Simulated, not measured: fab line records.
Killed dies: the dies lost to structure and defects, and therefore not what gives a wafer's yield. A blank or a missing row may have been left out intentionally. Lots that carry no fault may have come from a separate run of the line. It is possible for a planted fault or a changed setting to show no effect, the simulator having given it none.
fab line records | flow sky130 | part 1 of 2: steps 1 to 24 of 35
record lots=5 | wafers=15 | lastDay=48
route steps=708 shown POLY_CUT@318 SD_P@320 RES_XHIGH@332 SD_N@342
lots with no fault: from the same line, run without faults
startH: hours from the record's opening day to when the first of the lot's shown wafers began | waitH: hours from the lot's prior step to this one | " as in the row above | L1.1+2: several wafers, shown together as one row | - no value, or no start given | * or withheld: withheld | < > ~ a bound
route shown NAME@n: names a module that has steps shown in the file, with the first one's number in the route | usual: mean/standard deviation taken from wafers without a fault | same: alike in all rows | chamber/n: place in a boat | sites: each site's reading | _std_site: how widely they spread, as a standard deviation | _edge_site: mean of outer sites minus mean of inner sites | radiusMm: how far each site lies from the wafer's centre | mask NAME#n: copy n | behind: the tool/chamber that last shaped the wafer | hold: reason for holding the lot/hours on hold/outcome of the hold | device: transistor that didn't switch, given as n, p or np | end of line: the route-end tests of the same wafers | step lacking rows: just its recipe | killed: count of dies lost to structure and defects at first sort (not the wafer's yield) | map: a wafer's dies, x killed, . not, _ none there
set.NAME: the setting as run; set.NAME@STEP: as run at that earlier step | model.NAME: the simulator's own value behind a step, which no gauge read
lots at selected steps of the route; one table per step, one row per wafer
services: when a tool's chamber went out of use (startH, in hours from the record's first day, below 0 if earlier), for how many hours, and the reason
## steps
# step SKY_POLY_CUT_ETCH_11
# recipe target=Si3N4 | chemistry=CF4/CH2F2/Ar | stopOn=poly-Si | sourceW=600 | biasW=150 | pressureMtorr=40 | cf4FlowSccm=40 | ch2f2FlowSccm=20 | Ar_flow_sccm=150 | timeS=42.5 | targetDepthA=600
# usual cf4FlowSccm=39.99/0.11 | ch2f2FlowSccm=20.01/0.053 | drypumpMotorCurrentA=5.9/0.31 | oesProductAu=0.828/0.0054 | throttleValvePct=14.993/0.0094
lot.wafer | tool       | chamber | startH | waitH | cf4FlowSccm | ch2f2FlowSccm | drypumpMotorCurrentA | oesProductAu | rfHoursCounterH | throttleValvePct
L077.3    | rieDiel-03 | 0       | 575.37 | 0.0   | 40.12       | 19.98         | 6.2                  | 0.827        | 2               | 14.999
L077.4    | "          | 1       | "      | "     | 39.71       | 20.07         | 6.2                  | 0.825        | 0               | 15.000
L077.6    | "          | 0       | "      | "     | 40.10       | 20.06         | 6.2                  | 0.835        | -               | 14.990
L080.2    | rieDiel-02 | 0       | 628.24 | 0.0   | 40.12       | 19.93         | 5.4                  | 0.821        | 6               | 14.991
L080.4    | "          | 2       | "      | "     | 40.01       | 20.02         | 6.0                  | 0.825        | -               | 14.990
L080.6    | "          | 0       | "      | "     | 40.12       | 20.02         | 5.5                  | 0.823        | -               | 14.992
L082.2    | rieDiel-01 | 1       | 641.44 | 0.0   | 39.78       | 19.97         | 5.7                  | 0.831        | 10              | 14.989
L082.4    | "          | 2       | "      | "     | 40.02       | 20.01         | 6.0                  | 0.823        | 7               | 14.996
L082.5    | "          | 3       | "      | "     | 40.11       | 20.11         | 5.6                  | 0.838        | -               | 15.001
L083.2    | rieDiel-01 | 2       | 645.76 | 0.0   | 39.93       | 20.02         | 6.0                  | 0.827        | 7               | 14.993
L083.3    | "          | 0       | "      | "     | 39.95       | 20.08         | 5.7                  | 0.812        | 64              | 14.988
L083.4    | "          | 1       | "      | "     | 40.10       | 20.03         | 5.7                  | 0.820        | 10              | 14.991
L087.2    | rieDiel-01 | 2       | 677.42 | 0.0   | 40.10       | 19.96         | 6.0                  | 0.823        | 8               | 14.986
L087.4    | "          | 2       | "      | "     | 39.93       | 20.02         | 6.0                  | 0.821        | -               | 14.992
L087.6    | "          | 1       | "      | "     | 39.95       | 20.10         | 5.8                  | 0.827        | -               | 14.994
# step SKY_POLY_CUT_STRIP_12
# recipe chemistry=O2/N2 | powerW=1400 | pressureMtorr=1500 | platenTempC=withheld | o2FlowSccm=3000 | n2FlowSccm=300 | overashFraction=0.5
# usual drypumpMotorCurrentA=5.7/0.44 | oesProductAu=0.452/0.0039 | stripTimeToEndpointS=5.359/0.014
lot.wafer | tool           | chamber | startH | waitH | drypumpMotorCurrentA | oesProductAu | rfHoursCounterH | stripTimeToEndpointS
L077.3    | plasmaAsher-01 | 0       | 575.45 | 0.1   | 5.3                  | 0.466        | -               | 5.361
L077.4    | "              | 1       | "      | "     | 5.9                  | 0.452        | -               | 5.343
L077.6    | "              | 1       | "      | "     | 6.0                  | 0.451        | -               | 5.376
L080.2    | plasmaAsher-04 | 0       | 628.28 | 0.0   | 6.2                  | 0.455        | 49              | 5.354
L080.4    | "              | 1       | "      | "     | 5.0                  | 0.455        | -               | 5.350
L080.6    | "              | 1       | "      | "     | 5.0                  | 0.450        | -               | 5.344
L082.2    | plasmaAsher-02 | 0       | 641.48 | 0.0   | 5.8                  | 0.452        | 20              | 5.363
L082.4    | "              | 0       | "      | "     | 5.8                  | 0.457        | -               | 5.331
L082.5    | "              | 1       | "      | "     | 5.9                  | 0.458        | -               | 5.364
L083.2    | plasmaAsher-01 | 1       | 645.80 | 0.0   | 5.9                  | 0.452        | 96              | 5.367
L083.3    | "              | 1       | "      | "     | 5.9                  | 0.458        | -               | 5.355
L083.4    | "              | 0       | "      | "     | 5.3                  | 0.451        | -               | 5.361
L087.2    | plasmaAsher-02 | 1       | 677.46 | 0.0   | 5.9                  | 0.456        | 23              | 5.376
L087.4    | "              | 0       | "      | "     | 5.8                  | 0.449        | -               | 5.339
L087.6    | "              | 0       | "      | "     | 5.8                  | 0.453        | -               | 5.356
# step SKY_SD_P_DEHYDRATE_00
# recipe tempC=200 | timeS=60
# usual resistLineTempC=23.00/0.099
lot.wafer | tool          | chamber | startH | waitH | resistLineTempC
L077.3    | lithoTrack-04 | 0       | 589.89 | 14.4  | 22.97
L077.4    | "             | 0       | "      | "     | 23.01
L077.6    | "             | 0       | "      | "     | 23.05
L080.2    | lithoTrack-03 | 0       | 642.05 | 13.7  | 23.19
L080.4    | "             | 0       | "      | "     | 23.19
L080.6    | "             | 0       | "      | "     | 23.08
L082.2    | lithoTrack-03 | 0       | 655.30 | 13.8  | 23.01
L082.4    | "             | 0       | "      | "     | 23.05
L082.5    | "             | 0       | "      | "     | 22.97
L083.2    | lithoTrack-03 | 0       | 659.65 | 13.8  | 22.95
L083.3    | "             | 0       | "      | "     | 23.03
L083.4    | "             | 0       | "      | "     | 23.07
L087.2    | lithoTrack-01 | 0       | 691.31 | 13.8  | 22.98
L087.4    | "             | 0       | "      | "     | 23.08
L087.6    | "             | 0       | "      | "     | 23.05
# step SKY_SD_P_HMDS_01
# recipe primeTimeS=60 | primeTempC=120
# usual resistLineTempC=23.02/0.13
lot.wafer | tool          | chamber | startH | waitH | resistLineTempC
L077.3    | lithoTrack-04 | 0       | 590.04 | 0.1   | 22.90
L077.4    | "             | 0       | "      | "     | 22.89
L077.6    | "             | 0       | "      | "     | 23.00
L080.2    | lithoTrack-03 | 0       | 642.20 | 0.1   | 23.22
L080.4    | "             | 0       | "      | "     | 23.18
L080.6    | "             | 0       | "      | "     | 23.34
L082.2    | lithoTrack-03 | 0       | 655.45 | 0.1   | 23.19
L082.4    | "             | 0       | "      | "     | 23.24
L082.5    | "             | 0       | "      | "     | 23.33
L083.2    | lithoTrack-03 | 0       | 659.80 | 0.1   | 22.98
L083.3    | "             | 0       | "      | "     | 23.27
L083.4    | "             | 0       | "      | "     | 23.24
L087.2    | lithoTrack-01 | 0       | 691.46 | 0.1   | 22.93
L087.4    | "             | 0       | "      | "     | 22.97
L087.6    | "             | 0       | "      | "     | 23.08
# step SKY_SD_P_COAT_02
# recipe resist=NOVOLAK | spinRpm=3000 | resistThkNm=1140
# usual resistLineTempC=23.03/0.11
lot.wafer | tool          | chamber | startH | waitH | resistLineTempC
L077.3    | lithoTrack-04 | 0       | 590.19 | 0.1   | 23.09
L077.4    | "             | 0       | "      | "     | 23.11
L077.6    | "             | 0       | "      | "     | 23.03
L080.2    | lithoTrack-03 | 0       | 642.35 | 0.1   | 23.10
L080.4    | "             | 0       | "      | "     | 23.01
L080.6    | "             | 0       | "      | "     | 23.16
L082.2    | lithoTrack-03 | 0       | 655.60 | 0.1   | 22.91
L082.4    | "             | 0       | "      | "     | 22.99
L082.5    | "             | 0       | "      | "     | 23.12
L083.2    | lithoTrack-03 | 0       | 659.95 | 0.1   | 23.03
L083.3    | "             | 0       | "      | "     | 22.93
L083.4    | "             | 0       | "      | "     | 22.98
L087.2    | lithoTrack-01 | 0       | 691.61 | 0.1   | 23.03
L087.4    | "             | 0       | "      | "     | 22.88
L087.6    | "             | 0       | "      | "     | 22.86
# step SKY_SD_P_SOFTBAKE_03
# recipe tempC=90 | timeS=60 | resist=NOVOLAK
# usual resistLineTempC=23.02/0.097
lot.wafer | tool          | chamber | startH | waitH | resistLineTempC
L077.3    | lithoTrack-04 | 0       | 590.34 | 0.1   | 22.97
L077.4    | "             | 0       | "      | "     | 22.93
L077.6    | "             | 0       | "      | "     | 22.94
L080.2    | lithoTrack-03 | 0       | 642.50 | 0.1   | 23.18
L080.4    | "             | 0       | "      | "     | 23.18
L080.6    | "             | 0       | "      | "     | 23.12
L082.2    | lithoTrack-03 | 0       | 655.75 | 0.1   | 23.11
L082.4    | "             | 0       | "      | "     | 22.75
L082.5    | "             | 0       | "      | "     | 23.06
L083.2    | lithoTrack-03 | 0       | 660.10 | 0.1   | 23.00
L083.3    | "             | 0       | "      | "     | 23.14
L083.4    | "             | 0       | "      | "     | 23.01
L087.2    | lithoTrack-01 | 0       | 691.76 | 0.1   | 22.96
L087.4    | "             | 0       | "      | "     | 23.05
L087.6    | "             | 0       | "      | "     | 22.98
# step SKY_SD_P_EXPOSE_04
# recipe maskId=PSDM | na=0.6 | sourceShape=conventional | sigmaOuter=0.6 | polarization=unpolarized | targetCdNm=380 | doseMj=138
lot.wafer  | tool            | chamber | startH | waitH | mask
L077.3+4+6 | ilineStepper-02 | 0       | -      | -     | PSDM#0
L080.2+4+6 | ilineStepper-02 | 0       | -      | -     | PSDM#0
L082.2+4+5 | ilineStepper-02 | 0       | -      | -     | PSDM#0
L083.2+3+4 | ilineStepper-02 | 0       | -      | -     | PSDM#0
L087.2+4+6 | ilineStepper-01 | 0       | -      | -     | PSDM#0
# step SKY_SD_P_PEB_05
# recipe tempC=withheld | timeS=* | resist=NOVOLAK
# usual resistLineTempC=*
lot.wafer | tool          | chamber | startH | waitH | resistLineTempC
L077.3    | lithoTrack-03 | 0       | -      | -     | *
L077.4    | "             | 0       | "      | "     | *
L077.6    | "             | 0       | "      | "     | *
L080.2    | lithoTrack-04 | 0       | -      | -     | *
L080.4    | "             | 0       | "      | "     | *
L080.6    | "             | 0       | "      | "     | *
L082.2    | lithoTrack-04 | 0       | -      | -     | *
L082.4    | "             | 0       | "      | "     | *
L082.5    | "             | 0       | "      | "     | *
L083.2    | lithoTrack-03 | 0       | -      | -     | *
L083.3    | "             | 0       | "      | "     | *
L083.4    | "             | 0       | "      | "     | *
L087.2    | lithoTrack-01 | 0       | -      | -     | *
L087.4    | "             | 0       | "      | "     | *
L087.6    | "             | 0       | "      | "     | *
# step SKY_SD_P_DEVELOP_06
# recipe resist=NOVOLAK | developer=TMAH | developTimeS=60 | devTempC=23
# usual resistLineTempC=23.02/0.12
lot.wafer | tool          | chamber | startH | waitH | resistLineTempC
L077.3    | lithoTrack-03 | 0       | 604.92 | 0.1   | 22.98
L077.4    | "             | 0       | "      | "     | 22.89
L077.6    | "             | 0       | "      | "     | 22.97
L080.2    | lithoTrack-04 | 0       | 656.87 | 0.1   | 23.07
L080.4    | "             | 0       | "      | "     | 23.08
L080.6    | "             | 0       | "      | "     | 22.85
L082.2    | lithoTrack-04 | 0       | 669.47 | 0.1   | 23.14
L082.4    | "             | 0       | "      | "     | 23.09
L082.5    | "             | 0       | "      | "     | 23.21
L083.2    | lithoTrack-03 | 0       | 673.85 | 0.1   | 22.98
L083.3    | "             | 0       | "      | "     | 22.86
L083.4    | "             | 0       | "      | "     | 22.85
L087.2    | lithoTrack-01 | 0       | 705.31 | 0.1   | 23.16
L087.4    | "             | 0       | "      | "     | 23.20
L087.6    | "             | 0       | "      | "     | 23.17
# step SKY_SD_P_CD_MEAS_07
# recipe targetCdNm=380
# usual cdNm=380/3.4
lot.wafer | tool     | chamber | startH | waitH | cdNm
L077.3    | cdSem-02 | -       | 605.06 | 0.1   | 384
L077.4    | "        | -       | "      | "     | 383
L077.6    | "        | -       | "      | "     | 385
L080.2    | cdSem-01 | -       | 657.01 | 0.1   | 376
L080.4    | "        | -       | "      | "     | 377
L080.6    | "        | -       | "      | "     | 376
L082.2    | cdSem-01 | -       | 669.61 | 0.1   | 383
L082.4    | "        | -       | "      | "     | 383
L082.5    | "        | -       | "      | "     | 383
L083.2    | cdSem-01 | -       | 673.99 | 0.1   | 382
L083.3    | "        | -       | "      | "     | 382
L083.4    | "        | -       | "      | "     | 384
L087.2    | cdSem-02 | -       | 705.46 | 0.1   | 381
L087.4    | "        | -       | "      | "     | 382
L087.6    | "        | -       | "      | "     | 382
# step SKY_SD_P_OVL_MEAS_08
# usual SD_P_OVL=-0.8/1.1
lot.wafer | tool       | chamber | startH | waitH | SD_P_OVL[nm]
L077.3    | overlay-02 | -       | 605.16 | 0.1   | -2.4
L077.4    | "          | -       | "      | "     | -1.2
L077.6    | "          | -       | "      | "     | -2.5
L080.2    | overlay-01 | -       | 657.12 | 0.1   | -0.1
L080.4    | "          | -       | "      | "     | -1.5
L080.6    | "          | -       | "      | "     | -2.2
L082.2    | overlay-02 | -       | 669.72 | 0.1   | -0.9
L082.4    | "          | -       | "      | "     | -2.2
L082.5    | "          | -       | "      | "     | -1.0
L083.2    | overlay-01 | -       | 674.10 | 0.1   | -0.2
L083.3    | "          | -       | "      | "     | -1.2
L083.4    | "          | -       | "      | "     | 1.6
L087.2    | overlay-01 | -       | 705.56 | 0.1   | -0.4
L087.4    | "          | -       | "      | "     | -0.3
L087.6    | "          | -       | "      | "     | 0.9
# step SKY_SD_P_IMPLANT_09
# recipe species=BF2 | energyKev=20 | doseCm2=3e+15 | tiltDeg=0
# usual beamEnergyKeV=20.000/0.0066
# same implantIonAmu=49
lot.wafer | tool         | chamber | startH | waitH | beamEnergyKeV
L077.3    | implanter-04 | 0       | 605.23 | 0.1   | 20.008
L077.4    | "            | 0       | "      | "     | 20.005
L077.6    | "            | 0       | "      | "     | 20.016
L080.2    | implanter-03 | 0       | 657.17 | 0.0   | 19.999
L080.4    | "            | 0       | "      | "     | 20.006
L080.6    | "            | 0       | "      | "     | 19.995
L082.2    | implanter-02 | 0       | 669.77 | 0.0   | 20.008
L082.4    | "            | 0       | "      | "     | 19.997
L082.5    | "            | 0       | "      | "     | 19.993
L083.2    | implanter-03 | 0       | 674.16 | 0.0   | 20.002
L083.3    | "            | 0       | "      | "     | 19.999
L083.4    | "            | 0       | "      | "     | 19.999
L087.2    | implanter-02 | 0       | 705.62 | 0.0   | 19.993
L087.4    | "            | 0       | "      | "     | 19.993
L087.6    | "            | 0       | "      | "     | 20.002
# step SKY_SD_P_STRIP_10
# recipe chemistry=O2/N2 | powerW=1400 | pressureMtorr=1500 | platenTempC=withheld | o2FlowSccm=3000 | n2FlowSccm=300 | overashFraction=0.5
# usual drypumpMotorCurrentA=5.6/0.57 | oesProductAu=0.618/0.0047 | stripTimeToEndpointS=17.51/0.042
lot.wafer | tool           | chamber | startH | waitH | drypumpMotorCurrentA | oesProductAu | rfHoursCounterH | stripTimeToEndpointS
L077.3    | plasmaAsher-04 | 1       | 605.36 | 0.1   | 5.0                  | 0.616        | -               | 17.42
L077.4    | "              | 0       | "      | "     | 6.2                  | 0.622        | -               | 17.44
L077.6    | "              | 0       | "      | "     | 6.3                  | 0.617        | -               | 17.47
L080.2    | plasmaAsher-04 | 0       | 657.30 | 0.1   | 6.2                  | 0.614        | 52              | 17.53
L080.4    | "              | 1       | "      | "     | 5.0                  | 0.618        | -               | 17.52
L080.6    | "              | 0       | "      | "     | 6.2                  | 0.620        | -               | 17.53
L082.2    | plasmaAsher-02 | 0       | 669.90 | 0.1   | 5.8                  | 0.614        | 23              | 17.53
L082.4    | "              | 1       | "      | "     | 5.9                  | 0.624        | -               | 17.46
L082.5    | "              | 1       | "      | "     | 5.9                  | 0.624        | -               | 17.52
L083.2    | plasmaAsher-04 | 1       | 674.28 | 0.1   | 5.0                  | 0.620        | 54              | 17.41
L083.3    | "              | 1       | "      | "     | 5.0                  | 0.613        | -               | 17.46
L083.4    | "              | 0       | "      | "     | 6.2                  | 0.612        | -               | 17.48
L087.2    | plasmaAsher-04 | 1       | 705.74 | 0.1   | 5.0                  | 0.609        | 57              | 17.54
L087.4    | "              | 0       | "      | "     | 6.2                  | 0.618        | -               | 17.46
L087.6    | "              | 1       | "      | "     | 5.0                  | 0.617        | -               | 17.49
# step SKY_SD_P_TW_MEAS_11
# usual SD_P_TW=2817/13
lot.wafer | tool         | chamber | startH | waitH | SD_P_TW
L077.3    | filmMetro-04 | -       | 605.45 | 0.1   | 2822
L077.4    | "            | -       | "      | "     | 2823
L077.6    | "            | -       | "      | "     | 2799
L080.2    | filmMetro-02 | -       | 657.41 | 0.1   | 2782
L080.4    | "            | -       | "      | "     | 2798
L080.6    | "            | -       | "      | "     | 2792
L082.2    | filmMetro-01 | -       | 670.01 | 0.1   | 2793
L082.4    | "            | -       | "      | "     | 2802
L082.5    | "            | -       | "      | "     | 2801
L083.2    | filmMetro-01 | -       | 674.39 | 0.1   | 2821
L083.3    | "            | -       | "      | "     | 2811
L083.4    | "            | -       | "      | "     | 2814
L087.2    | filmMetro-04 | -       | 705.85 | 0.1   | 2822
L087.4    | "            | -       | "      | "     | 2823
L087.6    | "            | -       | "      | "     | 2840
# step SKY_RES_XHIGH_DEHYDRATE_00
# recipe tempC=200 | timeS=60
# usual resistLineTempC=23.01/0.11
lot.wafer | tool          | chamber | startH | waitH | resistLineTempC
L077.3    | lithoTrack-02 | 0       | 619.51 | 14.0  | 22.94
L077.4    | "             | 0       | "      | "     | 22.87
L077.6    | "             | 0       | "      | "     | 23.03
L080.2    | lithoTrack-04 | 0       | 670.52 | 13.1  | 23.00
L080.4    | "             | 0       | "      | "     | 22.96
L080.6    | "             | 0       | "      | "     | 23.07
L082.2    | lithoTrack-04 | 0       | 683.52 | 13.5  | 22.95
L082.4    | "             | 0       | "      | "     | 22.99
L082.5    | "             | 0       | "      | "     | 22.86
L083.2    | lithoTrack-01 | 0       | 687.91 | 13.5  | 23.24
L083.3    | "             | 0       | "      | "     | 23.13
L083.4    | "             | 0       | "      | "     | 23.11
L087.2    | lithoTrack-02 | 0       | 719.59 | 13.7  | 23.13
L087.4    | "             | 0       | "      | "     | 23.12
L087.6    | "             | 0       | "      | "     | 23.13
# step SKY_RES_XHIGH_HMDS_01
# recipe primeTimeS=60 | primeTempC=120
# usual resistLineTempC=23.00/0.099
lot.wafer | tool          | chamber | startH | waitH | resistLineTempC
L077.3    | lithoTrack-02 | 0       | 619.66 | 0.1   | 23.18
L077.4    | "             | 0       | "      | "     | 22.96
L077.6    | "             | 0       | "      | "     | 23.19
L080.2    | lithoTrack-04 | 0       | 670.67 | 0.1   | 23.14
L080.4    | "             | 0       | "      | "     | 23.04
L080.6    | "             | 0       | "      | "     | 23.19
L082.2    | lithoTrack-04 | 0       | 683.67 | 0.1   | 22.71
L082.4    | "             | 0       | "      | "     | 23.01
L082.5    | "             | 0       | "      | "     | 22.86
L083.2    | lithoTrack-01 | 0       | 688.06 | 0.1   | 22.82
L083.3    | "             | 0       | "      | "     | 22.80
L083.4    | "             | 0       | "      | "     | 22.83
L087.2    | lithoTrack-02 | 0       | 719.74 | 0.1   | 23.01
L087.4    | "             | 0       | "      | "     | 22.95
L087.6    | "             | 0       | "      | "     | 22.95
# step SKY_RES_XHIGH_COAT_02
# recipe resist=NOVOLAK | spinRpm=3000 | resistThkNm=1140
# usual resistLineTempC=23.02/0.11
lot.wafer | tool          | chamber | startH | waitH | resistLineTempC
L077.3    | lithoTrack-02 | 0       | 619.81 | 0.1   | 22.99
L077.4    | "             | 0       | "      | "     | 22.93
L077.6    | "             | 0       | "      | "     | 22.89
L080.2    | lithoTrack-04 | 0       | 670.82 | 0.1   | 23.04
L080.4    | "             | 0       | "      | "     | 22.95
L080.6    | "             | 0       | "      | "     | 22.98
L082.2    | lithoTrack-04 | 0       | 683.82 | 0.1   | 22.97
L082.4    | "             | 0       | "      | "     | 22.96
L082.5    | "             | 0       | "      | "     | 22.99
L083.2    | lithoTrack-01 | 0       | 688.21 | 0.1   | 23.18
L083.3    | "             | 0       | "      | "     | 22.98
L083.4    | "             | 0       | "      | "     | 22.85
L087.2    | lithoTrack-02 | 0       | 719.89 | 0.1   | 22.89
L087.4    | "             | 0       | "      | "     | 22.81
L087.6    | "             | 0       | "      | "     | 22.93
# step SKY_RES_XHIGH_SOFTBAKE_03
# recipe tempC=90 | timeS=60 | resist=NOVOLAK
# usual resistLineTempC=23.02/0.11
lot.wafer | tool          | chamber | startH | waitH | resistLineTempC
L077.3    | lithoTrack-02 | 0       | 619.96 | 0.1   | 23.14
L077.4    | "             | 0       | "      | "     | 23.12
L077.6    | "             | 0       | "      | "     | 23.08
L080.2    | lithoTrack-04 | 0       | 670.97 | 0.1   | 22.88
L080.4    | "             | 0       | "      | "     | 23.04
L080.6    | "             | 0       | "      | "     | 22.66
L082.2    | lithoTrack-04 | 0       | 683.97 | 0.1   | 22.99
L082.4    | "             | 0       | "      | "     | 22.97
L082.5    | "             | 0       | "      | "     | 22.96
L083.2    | lithoTrack-01 | 0       | 688.36 | 0.1   | 22.93
L083.3    | "             | 0       | "      | "     | 22.82
L083.4    | "             | 0       | "      | "     | 22.86
L087.2    | lithoTrack-02 | 0       | 720.04 | 0.1   | 23.20
L087.4    | "             | 0       | "      | "     | 23.17
L087.6    | "             | 0       | "      | "     | 22.96
# step SKY_RES_XHIGH_EXPOSE_04
# recipe maskId=URPM | na=0.6 | sourceShape=conventional | sigmaOuter=0.6 | polarization=unpolarized | targetCdNm=1270 | doseMj=140
lot.wafer  | tool            | chamber | startH | waitH | mask
L077.3+4+6 | ilineStepper-01 | 0       | -      | -     | URPM#0
L080.2+4+6 | ilineStepper-01 | 0       | -      | -     | URPM#0
L082.2+4+5 | ilineStepper-02 | 0       | -      | -     | URPM#0
L083.2+3+4 | ilineStepper-02 | 0       | -      | -     | URPM#0
L087.2+4+6 | ilineStepper-01 | 0       | -      | -     | URPM#0
# step SKY_RES_XHIGH_PEB_05
# recipe tempC=withheld | timeS=* | resist=NOVOLAK
# usual resistLineTempC=*
lot.wafer | tool          | chamber | startH | waitH | resistLineTempC
L077.3    | lithoTrack-01 | 0       | -      | -     | *
L077.4    | "             | 0       | "      | "     | *
L077.6    | "             | 0       | "      | "     | *
L080.2    | lithoTrack-02 | 0       | -      | -     | *
L080.4    | "             | 0       | "      | "     | *
L080.6    | "             | 0       | "      | "     | *
L082.2    | lithoTrack-01 | 0       | -      | -     | *
L082.4    | "             | 0       | "      | "     | *
L082.5    | "             | 0       | "      | "     | *
L083.2    | lithoTrack-02 | 0       | -      | -     | *
L083.3    | "             | 0       | "      | "     | *
L083.4    | "             | 0       | "      | "     | *
L087.2    | lithoTrack-04 | 0       | -      | -     | *
L087.4    | "             | 0       | "      | "     | *
L087.6    | "             | 0       | "      | "     | *
# step SKY_RES_XHIGH_DEVELOP_06
# recipe resist=NOVOLAK | developer=TMAH | developTimeS=60 | devTempC=23
# usual resistLineTempC=23.00/0.094
lot.wafer | tool          | chamber | startH | waitH | resistLineTempC
L077.3    | lithoTrack-01 | 0       | 634.94 | 0.1   | 23.06
L077.4    | "             | 0       | "      | "     | 23.02
L077.6    | "             | 0       | "      | "     | 23.12
L080.2    | lithoTrack-02 | 0       | 685.04 | 0.1   | 22.98
L080.4    | "             | 0       | "      | "     | 22.93
L080.6    | "             | 0       | "      | "     | 22.98
L082.2    | lithoTrack-01 | 0       | 697.61 | 0.1   | 22.88
L082.4    | "             | 0       | "      | "     | 23.10
L082.5    | "             | 0       | "      | "     | 22.92
L083.2    | lithoTrack-02 | 0       | 701.99 | 0.1   | 23.06
L083.3    | "             | 0       | "      | "     | 22.95
L083.4    | "             | 0       | "      | "     | 22.76
L087.2    | lithoTrack-04 | 0       | 733.02 | 0.1   | 23.15
L087.4    | "             | 0       | "      | "     | 23.07
L087.6    | "             | 0       | "      | "     | 22.99
# step SKY_RES_XHIGH_IMPLANT_07
# recipe species=BF2 | energyKev=20 | doseCm2=3.6e+14 | tiltDeg=0
# usual beamEnergyKeV=20.001/0.0061
# same implantIonAmu=49
lot.wafer | tool         | chamber | startH | waitH | beamEnergyKeV
L077.3    | implanter-03 | 0       | 635.09 | 0.1   | 20.006
L077.4    | "            | 0       | "      | "     | 20.000
L077.6    | "            | 0       | "      | "     | 20.008
L080.2    | implanter-01 | 0       | 685.19 | 0.1   | 19.997
L080.4    | "            | 0       | "      | "     | 20.002
L080.6    | "            | 0       | "      | "     | 19.999
L082.2    | implanter-02 | 0       | 697.76 | 0.1   | 20.000
L082.4    | "            | 0       | "      | "     | 20.009
L082.5    | "            | 0       | "      | "     | 20.014
L083.2    | implanter-02 | 0       | 702.14 | 0.1   | 19.984
L083.3    | "            | 0       | "      | "     | 20.004
L083.4    | "            | 0       | "      | "     | 20.001
L087.2    | implanter-02 | 0       | 733.17 | 0.1   | 20.002
L087.4    | "            | 0       | "      | "     | 19.999
L087.6    | "            | 0       | "      | "     | 20.001
# step SKY_RES_XHIGH_STRIP_08
# recipe chemistry=O2/N2 | powerW=1400 | pressureMtorr=1500 | platenTempC=withheld | o2FlowSccm=3000 | n2FlowSccm=300 | overashFraction=0.5
# usual drypumpMotorCurrentA=5.7/0.37 | oesProductAu=0.711/0.0043 | stripTimeToEndpointS=14.29/0.04
lot.wafer | tool           | chamber | startH | waitH | drypumpMotorCurrentA | oesProductAu | rfHoursCounterH | stripTimeToEndpointS
L077.3    | plasmaAsher-03 | 1       | 635.22 | 0.1   | 6.1                  | 0.706        | -               | 14.24
L077.4    | "              | 0       | "      | "     | 4.8                  | 0.706        | -               | 14.23
L077.6    | "              | 0       | "      | "     | 4.8                  | 0.716        | -               | 14.25
L080.2    | plasmaAsher-02 | 0       | 685.31 | 0.1   | 5.8                  | 0.715        | 24              | 14.27
L080.4    | "              | 0       | "      | "     | 5.8                  | 0.697        | -               | 14.25
L080.6    | "              | 1       | "      | "     | 5.9                  | 0.712        | -               | 14.34
L082.2    | plasmaAsher-02 | 0       | 697.89 | 0.1   | 5.8                  | 0.709        | 25              | 14.26
L082.4    | "              | 0       | "      | "     | 5.8                  | 0.715        | -               | 14.35
L082.5    | "              | 1       | "      | "     | 5.9                  | 0.705        | -               | 14.28
L083.2    | plasmaAsher-02 | 0       | 702.26 | 0.1   | 5.8                  | 0.714        | 26              | 14.25
L083.3    | "              | 0       | "      | "     | 5.8                  | 0.703        | -               | 14.25
L083.4    | "              | 1       | "      | "     | 5.9                  | 0.713        | -               | 14.25
L087.2    | plasmaAsher-01 | 1       | 733.29 | 0.1   | 5.9                  | 0.709        | 105             | 14.27
L087.4    | "              | 1       | "      | "     | 5.9                  | 0.712        | -               | 14.31
L087.6    | "              | 1       | "      | "     | 5.9                  | 0.711        | -               | 14.28
# step SKY_RES_XHIGH_TW_MEAS_09
# usual RES_XHIGH_TW=1637/8.5
lot.wafer | tool         | chamber | startH | waitH | RES_XHIGH_TW
L077.3    | filmMetro-04 | -       | 635.31 | 0.1   | 1639
L077.4    | "            | -       | "      | "     | 1659
L077.6    | "            | -       | "      | "     | 1640
L080.2    | filmMetro-02 | -       | 685.42 | 0.1   | 1629
L080.4    | "            | -       | "      | "     | 1634
L080.6    | "            | -       | "      | "     | 1638
L082.2    | filmMetro-01 | -       | 698.00 | 0.1   | 1649
L082.4    | "            | -       | "      | "     | 1637
L082.5    | "            | -       | "      | "     | 1642
L083.2    | filmMetro-01 | -       | 702.37 | 0.1   | 1637
L083.3    | "            | -       | "      | "     | 1636
L083.4    | "            | -       | "      | "     | 1645
L087.2    | filmMetro-04 | -       | 733.40 | 0.1   | 1639
L087.4    | "            | -       | "      | "     | 1642
L087.6    | "            | -       | "      | "     | 1640
